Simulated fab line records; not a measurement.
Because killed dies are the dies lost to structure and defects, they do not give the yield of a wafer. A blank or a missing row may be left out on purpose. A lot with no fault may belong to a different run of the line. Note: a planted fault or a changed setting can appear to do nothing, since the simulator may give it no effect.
Chamber matching ; flow sfqLine ; SFQ_TRILAYER_I6_DEP_PECVD_165 on pecvd-01: 3 sister chambers
The step deposits SiO2 from SiH4/N2O, time 111.11 s, target thk 500 nm. 6 wafers are shown with their chamber, then 7 later ones without.

== WAFERS PAIRED WITH THEIR CHAMBERS ==
wafer;chamber;throttleValvePct (%);rfFwdPowerW (W)
L612.1;2;22.3;182.5
L612.6;0;23.8;181.9
L625.2;2;22.3;183.5
L625.4;1;24.9;182.9
L627.1;1;24.6;183.1
L627.2;0;23.6;182.2

== WAFERS MISSING THEIR CHAMBER ==
wafer;throttleValvePct (%);rfFwdPowerW (W)
L627.3;22.6;182.7
L628.1;22.5;183.0
L628.2;23.8;182.4
L628.5;22.5;182.2
L631.4;24.9;183.3
L631.5;23.7;182.9
L631.6;22.7;182.4

== THE CHAMBER EACH PASSED THROUGH ==
wafer;from the rows above;in truth
L627.3;2;2
L628.1;2;2
L628.2;0;0
L628.5;2;2
L631.4;1;1
L631.5;0;0
L631.6;2;2
7 of 7 placed correctly. Left unplaced by these rows: 0. Wrongly placed: 0.
How it was worked out, from the rows above alone: a wafer's distance from a chamber is the root of the sum, over the readings, of the square of ((its reading less the chamber's mean) divided by the reading's scatter). The wafer belongs to the nearest chamber; if the next one is less than 2 further off, it can't be placed. A chamber's mean is the mean of its shown wafers. The scatter: take each reading less its chamber's mean, square it, sum over the shown wafers, divide by the number of wafers less the number of chambers, and take the root.
